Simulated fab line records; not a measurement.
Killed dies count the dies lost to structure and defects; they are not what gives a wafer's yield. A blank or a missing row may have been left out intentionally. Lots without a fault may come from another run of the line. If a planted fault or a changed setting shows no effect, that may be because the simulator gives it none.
A lot that was struck, set against a sound lot | flow sky130 | 17 steps out of a route of 708
Sound: the wafers L442.4, L442.5, L442.6. Struck: wafer L436.1. (L436.6 of the same lot was not struck and is left out.) The cause comes at the end.
Order at every step that has rows: each side's tool, ch and its chambers, its first start. Under that, the readings that differ: sound wafers | struck wafers | difference of the means | sigmas: that difference in standard deviations of wafers without a fault.
alike: readings whose means differ by less than 2 such deviations, and words and numbers that are the same on both sides. not compared: withheld readings, readings that some wafer has no value for, bounds like >300 that may hide the same value, and numbers for which the record gives no deviation and whose values overlap.
The two part at a step that has a row with sigmas, a row that says differs or no value, or rows on one side only. When numbers do not overlap yet have no deviation, they are printed without sigmas and do not part them. A reading missing from all wafers of one side parts the sides only when that side holds two or more wafers.

SKY_LI_CONTACT_CMP_02: polishes PSG.
  sound on cmp-02 ch 0,1,2, day 35 05:10; struck on cmp-01 ch 3, day 33 11:23
  alike: motor-current-A, time-to-endpoint-s
SKY_LI_CONTACT_BOW_MEAS_03:
  struck on film-metro-02, day 33 11:32; sound on film-metro-04, day 35 05:23
  alike: LI_CONTACT_BOW
then, 8 steps without rows for these wafers: SKY_LI_CONTACT_DEHYDRATE_04 (time 60 s); SKY_LI_CONTACT_HMDS_05 (prime time 60 s); SKY_LI_CONTACT_COAT_06 (resist thk 60 nm); SKY_LI_CONTACT_COAT_07 (resist thk 450 nm); SKY_LI_CONTACT_SOFTBAKE_08 (time 90 s); SKY_LI_CONTACT_EXPOSE_09 (exposes mask LICM1, target cd 170 nm); SKY_LI_CONTACT_PEB_10; SKY_LI_CONTACT_DEVELOP_11 (develop time 60 s).
SKY_LI_CONTACT_CD_MEAS_12: the cd target is 170 nm.
  struck on cd-sem-01, day 34 14:02; sound on cd-sem-01, day 36 07:22
  alike: cd-nm
SKY_LI_CONTACT_OVL_MEAS_13:
  struck on overlay-02, day 34 14:10; sound on overlay-02, day 36 07:27
  alike: LI_CONTACT_OVL
SKY_LI_CONTACT_ETCH_14: etches BARC in N2/H2, stops on SiO2, time 45.9 s, target depth 60 nm.
  sound on rie-diel-02 ch 0,3, day 36 07:29; struck on rie-diel-04 ch 1, day 34 14:12
  reading                                           | sound                | struck | difference                   | sigmas
  oes-product-au (a.u.)                             | 0.858 0.852 0.854    | 1.027  | +0.172                       | +37
  rf-hours-counter-h (h)                            | - - -                | 22     | no value on the sound wafers |
  run-length-s (s)                                  | 74.2 74.3 73.9       | 38.2   | -35.9                        | -99 or more
  throttle-valve-pct (%)                            | 13.221 13.218 13.214 | 13.237 | +0.019                       | +2
  model.etch.depth-nm (nm)                          | 59.8 59.71 59.72     | 18.23  | -41.51                       |
  model.KrF-thick_of_LI_CONTACT_COAT_07.thk-nm (nm) | 392.5 392 393.4      | 429.2  | +36.6                        |
  model.LI_CONTACT.cd-nm (nm)                       | 173 172.7 171.7      | 162.3  | -10.2                        |
  alike: drypump-motor-current-A
SKY_LI_CONTACT_ETCH_15: etches PSG in C4F8/O2/Ar, stops on Si, target depth 600 nm.
  sound on rie-diel-02 ch 0,3, day 36 07:34; struck on rie-diel-04 ch 1, day 34 14:14
  reading                                           | sound             | struck | difference | sigmas
  model.KrF-thick_of_LI_CONTACT_COAT_07.thk-nm (nm) | 235.6 235 235.7   | 264.5  | +29.1      |
  model.LI_CONTACT.cd-nm (nm)                       | 171.5 171.2 171.2 | 161.2  | -10.1      |
  alike: oes-product-au
SKY_LI_CONTACT_STRIP_16: strips in O2/N2.
  sound on plasma-asher-04 ch 0,1, day 36 07:41; struck on plasma-asher-04 ch 1, day 34 14:20
  reading                      | sound             | struck | difference                   | sigmas
  oes-product-au (a.u.)        | 0.375 0.368 0.377 | 0.387  | +0.014                       | +3
  rf-hours-counter-h (h)       | - - -             | 93     | no value on the sound wafers |
  strip-time-to-endpoint-s (s) | 3.53 3.52 3.52    | 3.85   | +0.33                        | +6
  alike: drypump-motor-current-A
then, 1 step without rows for these wafers: SKY_LI_CONTACT_CLEAN_17 (cleans in NMP, time 600 s).
-- here the record skips 15 days between the struck wafers' starts before and after, leaving off in module LI_CONTACT and picking up in module PAD_OPEN (first step shown: number 708 of the route) --
SKY_PAD_OPEN_PROBE_99:
  struck on prober-01, day 49 17:19; sound on prober-01, day 50 21:43
  reading                                 | sound             | struck | difference | sigmas
  model.etest.licon-pdiff.rc-ohm          | 603.6 567.6 584.7 | 768.2  | +182.9     |
  model.etest.pfet_01v8.r-on-ohm-um       | 2875 2956 2849    | 2998   | +105       |
  model.etest.pfet-g5v0d10v5.r-on-ohm-um  | 4807 4763 4761    | 4847   | +70        |
  model.etest.nfet-g5v0d10v5.r-on-ohm-um  | 1924 1904 1908    | 1945   | +33        |
  model.etest.licon-high-po.rc-ohm        | 349.2 348.2 334.2 | 424.4  | +80.5      |
  model.etest.nfet_01v8.r-on-ohm-um       | 847.9 841.7 828.4 | 891.2  | +51.9      |
  model.etest.licon-ndiff.rc-ohm          | 185 185.6 180.1   | 240.6  | +57.0      |
  model.etest.sonos-uncharged.r-on-ohm-um | 829 829.6 809.4   | 882    | +59        |
  alike: killed_at_M0_to_M3, killed_at_M4_up, killed-at-contacts, killed-at-front-end, killed-at-other, killed-dies, killed-open, killed-short

## WHERE THEY PART
First at SKY_LI_CONTACT_ETCH_14; last, within this record, at SKY_LI_CONTACT_STRIP_16. Later steps at which nothing parts them and some readings are alike: SKY_PAD_OPEN_PROBE_99.

WHY: what the simulator had put in
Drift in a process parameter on rie-diel-04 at SKY_LI_CONTACT_ETCH_14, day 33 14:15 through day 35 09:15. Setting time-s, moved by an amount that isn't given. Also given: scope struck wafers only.
